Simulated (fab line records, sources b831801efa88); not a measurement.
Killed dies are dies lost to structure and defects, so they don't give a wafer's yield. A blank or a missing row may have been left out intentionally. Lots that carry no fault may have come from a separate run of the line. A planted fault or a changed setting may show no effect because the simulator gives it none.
Which of the tools did it?	flow sky130	Sampling: 13 lots, 39 wafers, 3 of 708 route steps

## WHAT THE GAUGES READ, wafer by wafer
SKY_CAP2M_RS_MEAS_03: measures by four-point-probe. Usual: CAP2M_TIN_RS typically reads 6.91 ohm/sq, with standard deviation 0.08.
lot	measured	on	CAP2M_TIN_RS (ohm/sq)	flag
L363	day 39 20:01	film-metro-04	6.93 6.97 7.04	
L364	day 40 03:41	film-metro-03	6.85 6.90 6.91	
L366	day 40 10:20	film-metro-03	6.89 7.00 6.90	
L372	day 42 14:38	film-metro-03	6.90 6.99 6.89	
L373	day 42 22:14	film-metro-03	6.90 7.02 6.97	
L374	day 43 03:13	film-metro-03	6.91 6.95 6.91	
L375	day 43 07:25	film-metro-04	6.96 6.87 6.99	
L376	day 43 19:15	film-metro-04	6.86 6.83 6.98	
L382	day 45 05:46	film-metro-03	6.86 6.80 6.86	
L383	day 45 11:41	film-metro-04	6.93 7.05 6.89	
L384	day 45 17:25	film-metro-04	6.91 6.89 6.92	
L385	day 45 19:30	film-metro-04	6.83 6.95 6.90	
L386	day 46 01:39	film-metro-04	6.75 6.82 6.78	

SKY_VIA4_THK_MEAS_01. Usual: VIA4_HDPCVD_THK typically reads 1753 nm, with standard deviation 25.
lot	measured	on	VIA4_HDPCVD_THK (nm)	flag
L363	day 42 00:35	film-metro-04	1719 1763 1721	
L364	day 42 05:49	film-metro-01	1734 1774 1769	
L366	day 42 13:07	film-metro-01	1730 1764 1748	
L372	day 44 13:46	film-metro-02	1752 1759 1734	
L373	day 44 21:07	film-metro-04	1770 1303 1803 1769 1304 1801	OFF
L374	day 45 02:29	film-metro-02	1369 1732 1312 1369 1734 1313	OFF
L375	day 45 05:07	film-metro-04	1295 1778 1760 1294 1778 1760	OFF
L376	day 45 16:19	film-metro-04	1736 1777 1761	
L382	day 47 01:10	film-metro-04	1752 1737 1756	
L383	day 47 06:37	film-metro-02	1744 1739 1726	
L384	day 47 12:15	film-metro-01	1753 1744 1727	
L385	day 47 14:02	film-metro-01	1769 1756 1788	
L386	day 47 19:37	film-metro-01	1763 1730 1736	

## TOOL THAT RAN EACH LOT (tool first, then ch and the chambers of the sampled wafers, then the start)
lot	SKY_VIA4_HDPCVD_00
L363	hdpcvd-01 ch 0,2, day 42 00:18
L364	hdpcvd-02 ch 0,1,2, day 42 05:41
L366	hdpcvd-02 ch 0,1, day 42 12:56
L372	hdpcvd-02 ch 0, day 44 13:29
L373	hdpcvd-01 ch 0,1,2, day 44 20:55
L374	hdpcvd-01 ch 0,2, day 45 02:18
L375	hdpcvd-01 ch 0,1,2, day 45 04:56
L376	hdpcvd-02 ch 0,1,2, day 45 16:08
L382	hdpcvd-02 ch 0,1,2, day 47 00:59
L383	hdpcvd-02 ch 0,1,2, day 47 06:26
L384	hdpcvd-02 ch 0,1,2, day 47 12:03
L385	hdpcvd-01 ch 0,1,2, day 47 13:50
L386	hdpcvd-02 ch 0,2, day 47 19:26
- SKY_VIA4_HDPCVD_00: deposits SiO2, target thk 1750 nm, time 291.7 s.

## WHAT THE TOOLS THEMSELVES READ (means of the sampled wafers that have a number; where no wafer has one, the mark that the record gives instead)
The record holds no such reading with a usual standard deviation.

## THE ANSWER, worked out from the rows above alone
Rule: a lot counts as off when the mean over its wafers that have a number is more than 3 standard deviations away from the usual mean. A lot without any number at a reading at which 4 lots or more have one is off too. All remaining lots with rows at the step are treated as sound. After the gauges, taken in route order, come the tools' own readings; for these a lot's mean is taken, as printed above. The first step at which some lot is off is used, and at that step the reading that is off furthest; a lot without a number counts as furthest.
Off: at SKY_VIA4_THK_MEAS_01 (VIA4_HDPCVD_THK), L373, L374, L375.
A tool fits if, at a process step before that reading, it ran every lot that is off, and no sound lot after the first of them. The gauges at SKY_VIA4_THK_MEAS_01 are tried like those tools. None of those tried fits.

## WHAT WAS PUT IN BY THE SIMULATOR
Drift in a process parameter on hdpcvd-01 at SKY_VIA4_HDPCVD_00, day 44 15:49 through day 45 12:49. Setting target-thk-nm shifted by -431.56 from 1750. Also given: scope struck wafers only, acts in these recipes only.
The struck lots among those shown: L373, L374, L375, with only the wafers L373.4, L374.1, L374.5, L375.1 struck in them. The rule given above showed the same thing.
